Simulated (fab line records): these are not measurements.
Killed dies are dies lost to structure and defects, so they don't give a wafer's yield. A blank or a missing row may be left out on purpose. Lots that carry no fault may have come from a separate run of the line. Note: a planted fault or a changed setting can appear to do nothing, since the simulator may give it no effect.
What tool caused it? -- flow gf180mcu -- 42 wafers from 14 lots sampled at 3 of the route's 602 steps

## WHAT THE GAUGES SHOWED, per wafer
GF_VT_IMPLANT_OVL_MEAS_07.
lot,measured,on,VT_IMPLANT_OVL (nm)
L493,day 5 14:29,overlay-01,-1.8 -1.7 -0.6
L495,day 6 04:22,overlay-01,-1.0 0.2 0.8
L496,day 6 09:25,overlay-01,-1.5 -0.9 -0.4
L497,day 6 16:29,overlay-01,-1.5 -3.1 -2.1
L498,day 6 22:56,overlay-02,-2.8 -1.4 -0.6
L499,day 7 05:59,overlay-01,-3.3 -1.3 -0.8
L500,day 7 08:54,overlay-02,-2.3 -3.6 -3.3
L502,day 7 22:11,overlay-01,-2.5 -0.6 -0.7
L505,day 8 18:51,overlay-02,0.0 -0.1 0.8
L508,day 9 09:08,overlay-01,-0.5 2.2 2.2
L509,day 9 17:41,overlay-02,1.2 -2.4 0.7
L511,day 10 11:11,overlay-02,-3.9 -2.9 -2.7
L514,day 11 00:05,overlay-01,-1.4 -1.6 -1.9
L516,day 11 13:13,overlay-02,-0.4 -2.0 0.1

GF_SAB_THK_MEAS_01.
lot,measured,on,SAB_CVD_00_THK (nm)
L493,day 14 09:00,filmMetro-03,48.8 49.6 50.3
L495,day 14 22:23,filmMetro-03,49.7 49.9 50.3
L496,day 15 13:47,filmMetro-02,48.2 49.1 49.3
L497,day 15 23:16,filmMetro-02,48.8 50.2 49.3
L498,day 16 02:32,filmMetro-01,49.6 49.1 49.3
L499,day 16 12:19,filmMetro-01,48.8 50.3 50.8
L500,day 16 15:14,filmMetro-02,49.8 50.0 50.4
L502,day 17 07:04,filmMetro-01,50.5 49.9 51.0
L505,day 18 14:19,filmMetro-02,50.2 50.4 50.2
L508,day 19 13:27,filmMetro-02,52.6 53.0 53.0
L509,day 20 01:28,filmMetro-03,52.9 53.5 52.7
L511,day 21 02:35,filmMetro-03,49.1 49.7 50.7
L514,day 21 13:57,filmMetro-02,49.2 49.1 50.0
L516,day 22 09:07,filmMetro-03,48.9 50.3 48.9

## TOOL THAT RAN EACH LOT (tool first, then ch and the chambers of the sampled wafers, then the start)
lot,GF_SAB_CVD_00
L493,"pecvd-04 ch 0,1,2, day 14 08:58"
L495,"pecvd-04 ch 0,2, day 14 22:22"
L496,"pecvd-01 ch 0,2, day 15 13:46"
L497,"pecvd-03 ch 1,2, day 15 23:15"
L498,"pecvd-01 ch 0,2, day 16 02:31"
L499,"pecvd-03 ch 0,1,2, day 16 12:17"
L500,"pecvd-01 ch 0,1, day 16 15:12"
L502,"pecvd-01 ch 1,2, day 17 07:03"
L505,"pecvd-04 ch 0,1,2, day 18 14:10"
L508,"pecvd-01 ch 1,2, day 19 13:25"
L509,"pecvd-01 ch 0,1,2, day 20 01:28"
L511,"pecvd-03 ch 1,2, day 21 02:34"
L514,"pecvd-04 ch 0,1,2, day 21 13:55"
L516,"pecvd-03 ch 0,1,2, day 22 09:06"
- GF_SAB_CVD_00: deposits SiO2 from TEOS, target thk 50 nm, time 4.9302 s.

## AS READ BY THE TOOLS THEMSELVES (means over the sampled wafers that have a number; for cases with no such wafer, the mark the record gives instead)
GF_SAB_CVD_00.
lot,tool,heaterPowerW (W)
L493,pecvd-04,624
L495,pecvd-04,686
L496,pecvd-01,684
L497,pecvd-03,625
L498,pecvd-01,634
L499,pecvd-03,656
L500,pecvd-01,608
L502,pecvd-01,672
L505,pecvd-04,622
L508,pecvd-01,629
L509,pecvd-01,663
L511,pecvd-03,632
L514,pecvd-04,627
L516,pecvd-03,638

## THE ANSWER, worked out from the rows above alone
Rule: usual is defined by the lots themselves. Put in order of their means at a reading, lots are off if they are a third of the lots or fewer, leave a main group of 4 or more, and stand apart from it by a gap of 3 or more times the standard deviation of the main group's means; of several such gaps the widest counts. A main group is skipped when, at the precision printed for the reading in the tables above, its means are all equal. A lot without any number at a reading at which 4 lots or more have one is off too. The other lots that the step has rows for count as sound. Order of review: gauges by route order, followed by the tools' own readings, for which a lot's mean as printed above is used. At the first step where some lot is off, the reading lying furthest off is the one used; lots without a number count as furthest.
Off: at GF_SAB_THK_MEAS_01 (SAB_CVD_00_THK), L508, L509. The main group: mean 49.7 nm, standard deviation 0.44.
A tool fits if, at a process step before that reading, it ran every lot that is off, and no sound lot after the first of them. Gauges at GF_SAB_THK_MEAS_01: tried the same way as those tools. One fits: GF_SAB_CVD_00 on pecvd-01. Its last sound lot is L502 (day 17 07:03), its first lot that is off L508 (day 19 13:25): a fault that began between those two fits.

## WHAT THE SIMULATOR PUT IN
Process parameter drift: pecvd-01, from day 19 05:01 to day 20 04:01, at GF_SAB_CVD_00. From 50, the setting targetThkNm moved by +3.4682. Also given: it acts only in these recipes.
Struck lots among those shown: L508, L509. The same result came from the rule above.
